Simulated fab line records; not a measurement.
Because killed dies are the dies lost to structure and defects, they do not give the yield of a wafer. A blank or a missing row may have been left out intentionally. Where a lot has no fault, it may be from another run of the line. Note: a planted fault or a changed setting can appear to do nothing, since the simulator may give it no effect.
Which tool was responsible? -- flow sky130 -- 13 lots, 39 wafers sampled, at 6 steps of a route of 708

== WHAT THE GAUGES SHOWED, per wafer ==
SKY_CAP2M_OVL_MEAS_12.
lot,measured,on,CAP2M_OVL (nm)
L404,day 41 02:57,overlay-01,-0.1 0.4 -0.4
L405,day 41 04:21,overlay-02,0.0 1.0 0.5
L406,day 41 08:43,overlay-01,3.8 1.2 2.1
L407,day 41 20:37,overlay-01,1.5 3.3 2.6
L409,day 42 11:19,overlay-02,2.4 -0.2 -1.7
L410,day 42 11:34,overlay-02,-0.1 0.2 1.1
L412,day 43 03:49,overlay-01,0.9 0.1 0.1
L413,day 43 13:06,overlay-02,1.4 1.2 3.0
L414,day 43 18:23,overlay-01,0.2 0.0 -0.2
L416,day 44 04:12,overlay-02,-0.1 1.4 0.6
L424,day 46 02:29,overlay-01,2.7 1.7 1.3
L426,day 46 22:13,overlay-02,-2.5 -0.4 -0.1
L427,day 47 04:19,overlay-01,2.4 2.2 2.4

SKY_VIA4_RS_MEAS_19: the measuring method here is four-point-probe.
lot,measured,on,VIA4_W_RS (ohm/sq)
L404,day 43 04:55,film_metro-01,0.232 0.225 0.234
L405,day 43 06:49,film_metro-02,0.211 0.223 0.210
L406,day 43 10:56,film_metro-04,0.214 0.216 0.224
L407,day 43 22:30,film_metro-02,0.223 0.212 0.213
L409,day 44 12:38,film_metro-04,0.218 0.216 0.229
L410,day 44 12:56,film_metro-02,0.227 0.221 0.226
L412,day 45 04:34,film_metro-02,0.227 0.223 0.229
L413,day 45 12:09,film_metro-04,0.234 0.225 0.234
L414,day 45 18:55,film_metro-02,0.222 0.222 0.232
L416,day 46 03:52,film_metro-01,0.228 0.259 0.262
L424,day 47 22:16,film_metro-02,0.215 0.214 0.226
L426,day 48 16:05,film_metro-02,0.215 0.217 0.224
L427,day 48 20:50,film_metro-04,0.229 0.220 0.226

SKY_VIA4_THK_MEAS_20: measures by xrf.
lot,measured,on,VIA4_W_THK (nm)
L404,day 43 05:02,film_metro-01,506 520 500
L405,day 43 06:56,film_metro-02,554 524 556
L406,day 43 11:03,film_metro-04,555 547 528
L407,day 43 22:37,film_metro-02,526 551 550
L409,day 44 12:44,film_metro-04,544 549 520
L410,day 44 13:02,film_metro-02,522 534 519
L412,day 45 04:40,film_metro-02,522 529 514
L413,day 45 12:16,film_metro-04,505 522 504
L414,day 45 19:01,film_metro-02,529 527 508
L416,day 46 03:59,film_metro-01,515 453 449
L424,day 47 22:22,film_metro-02,545 550 522
L426,day 48 16:11,film_metro-02,543 535 521
L427,day 48 20:58,film_metro-04,519 536 527

== WHICH TOOL RAN EACH LOT (tool, then ch and the chambers of the sampled wafers, then the start) ==
lot,SKY_CAP2M_METAL_ETCH_13,SKY_CAP2M_STRIP_14,SKY_VIA4_CVD_18
L404,"rie_metal-03 ch 0,1, day 41 02:59","plasma_asher-03 ch 0,1, day 41 03:04","cvd_w-02 ch 0,1, day 43 04:46"
L405,"rie_metal-04 ch 0,1, day 41 04:23","plasma_asher-03 ch 0,1, day 41 04:28","cvd_w-01 ch 0,1, day 43 06:40"
L406,"rie_metal-02 ch 0, day 41 08:45","plasma_asher-01 ch 0,1, day 41 08:50","cvd_w-01 ch 0,1, day 43 10:47"
L407,"rie_metal-04 ch 0,1, day 41 20:39","plasma_asher-03 ch 0,1, day 41 20:44","cvd_w-01 ch 0,1, day 43 22:21"
L409,"rie_metal-02 ch 0,1, day 42 11:21","plasma_asher-01 ch 0,1, day 42 11:25","cvd_w-01 ch 0,1, day 44 12:28"
L410,"rie_metal-04 ch 0,1, day 42 11:36","plasma_asher-02 ch 0,1, day 42 11:41","cvd_w-02 ch 0,1, day 44 12:46"
L412,"rie_metal-02 ch 1, day 43 03:54","plasma_asher-02 ch 0,1, day 43 04:02","cvd_w-02 ch 0,1, day 45 04:25"
L413,"rie_metal-04 ch 0,1, day 43 13:08","plasma_asher-01 ch 0,1, day 43 13:13","cvd_w-02 ch 0,1, day 45 11:59"
L414,"rie_metal-02 ch 0,1, day 43 18:26","plasma_asher-02 ch 0,1, day 43 18:31","cvd_w-02 ch 0,1, day 45 18:46"
L416,"rie_metal-04 ch 1, day 44 04:14","plasma_asher-03 ch 0,1, day 44 04:23","cvd_w-02 ch 0,1, day 46 03:43"
L424,"rie_metal-02 ch 0,1, day 46 02:32","plasma_asher-01 ch 0,1, day 46 02:37","cvd_w-01 ch 0,1, day 47 22:08"
L426,"rie_metal-04 ch 0,1, day 46 22:16","plasma_asher-02 ch 0,1, day 46 22:20","cvd_w-01 ch 0,1, day 48 15:55"
L427,"rie_metal-02 ch 0,1, day 47 04:21","plasma_asher-03 ch 0,1, day 47 04:25","cvd_w-02 ch 0,1, day 48 20:41"
- SKY_CAP2M_METAL_ETCH_13: etches TiN in Cl2/BCl3, stops on SiO2, target depth 220 nm, time 62.9 s.
- SKY_CAP2M_STRIP_14: strips in O2/N2.
- SKY_VIA4_CVD_18: deposits W, target thk 505 nm, time 152.14 s.

== AS READ BY THE TOOLS THEMSELVES (means over the sampled wafers that have a number; for cases with no such wafer, the mark the record gives instead) ==
SKY_CAP2M_METAL_ETCH_13.
lot,tool,drypump_motor_current_A (A),oes_product_au (a.u.),throttle_valve_pct (%)
L404,rie_metal-03,5.72,0.944,21.900
L405,rie_metal-04,5.30,0.942,21.896
L406,rie_metal-02,5.72,0.942,21.903
L407,rie_metal-04,5.32,0.929,21.899
L409,rie_metal-02,5.67,0.942,21.904
L410,rie_metal-04,5.30,0.946,21.906
L412,rie_metal-02,5.62,0.933,21.923
L413,rie_metal-04,5.31,0.945,21.900
L414,rie_metal-02,5.69,0.938,21.903
L416,rie_metal-04,5.30,0.951,21.902
L424,rie_metal-02,5.63,0.941,21.907
L426,rie_metal-04,5.33,0.937,21.907
L427,rie_metal-02,5.65,0.945,21.897

SKY_CAP2M_STRIP_14.
lot,tool,drypump_motor_current_A (A),o2_flow_sccm (sccm),oes_product_au (a.u.),strip_time_to_endpoint_s (s)
L404,plasma_asher-03,5.7,3004,0.713,12.66
L405,plasma_asher-03,5.7,3000,0.709,12.67
L406,plasma_asher-01,5.7,2990,0.710,12.66
L407,plasma_asher-03,5.7,2998,0.709,12.66
L409,plasma_asher-01,5.4,2996,0.709,12.74
L410,plasma_asher-02,6.5,3002,0.711,12.58
L412,plasma_asher-02,6.5,3011,0.708,12.65
L413,plasma_asher-01,5.7,3005,0.713,12.66
L414,plasma_asher-02,6.5,3003,0.714,12.62
L416,plasma_asher-03,5.7,2994,0.710,12.68
L424,plasma_asher-01,5.7,2991,0.714,12.68
L426,plasma_asher-02,6.5,3012,0.712,12.73
L427,plasma_asher-03,5.7,3002,0.711,12.63

SKY_VIA4_CVD_18.
lot,tool,heater_power_w (W),susceptor_temp_C (C)
L404,cvd_w-02,882,399.96
L405,cvd_w-01,792,399.86
L406,cvd_w-01,797,400.10
L407,cvd_w-01,808,399.86
L409,cvd_w-01,812,400.30
L410,cvd_w-02,885,400.01
L412,cvd_w-02,888,400.07
L413,cvd_w-02,888,400.01
L414,cvd_w-02,851,399.99
L416,cvd_w-02,836,394.09
L424,cvd_w-01,799,399.70
L426,cvd_w-01,802,400.31
L427,cvd_w-02,894,400.08

== THE ANSWER, worked out from the rows above alone ==
Rule: usual is defined by the lots themselves. The widest of any qualifying gaps counts: lots, ordered by their means at a reading, are off when they make up no more than a third of the lots, leave a main group of 4 or more, and stand apart from it by 3 or more times the standard deviation of that group's means. A main group is skipped when, at the precision printed for the reading in the tables above, its means are all equal. Also off: a lot with no number at a reading for which 4 or more lots have one. The other lots that the step has rows for count as sound. Order of review: gauges by route order, followed by the tools' own readings, for which a lot's mean as printed above is used. At the first step where some lot is off, the reading lying furthest off is the one used; lots without a number count as furthest.
Off: L416, at SKY_VIA4_RS_MEAS_19 (VIA4_W_RS). The main group: mean 0.222 ohm/sq, standard deviation 0.0052.
If a tool, at a process step before that reading, ran all the lots that are off and no sound lot after the first of them, it fits. The gauges at SKY_VIA4_RS_MEAS_19 aren't tried: what is off there is off at SKY_VIA4_CVD_18 too, on other tools, and a gauge's error can't cause that. Not one of the candidates tried fits.

== WHAT THE SIMULATOR HAD PUT IN ==
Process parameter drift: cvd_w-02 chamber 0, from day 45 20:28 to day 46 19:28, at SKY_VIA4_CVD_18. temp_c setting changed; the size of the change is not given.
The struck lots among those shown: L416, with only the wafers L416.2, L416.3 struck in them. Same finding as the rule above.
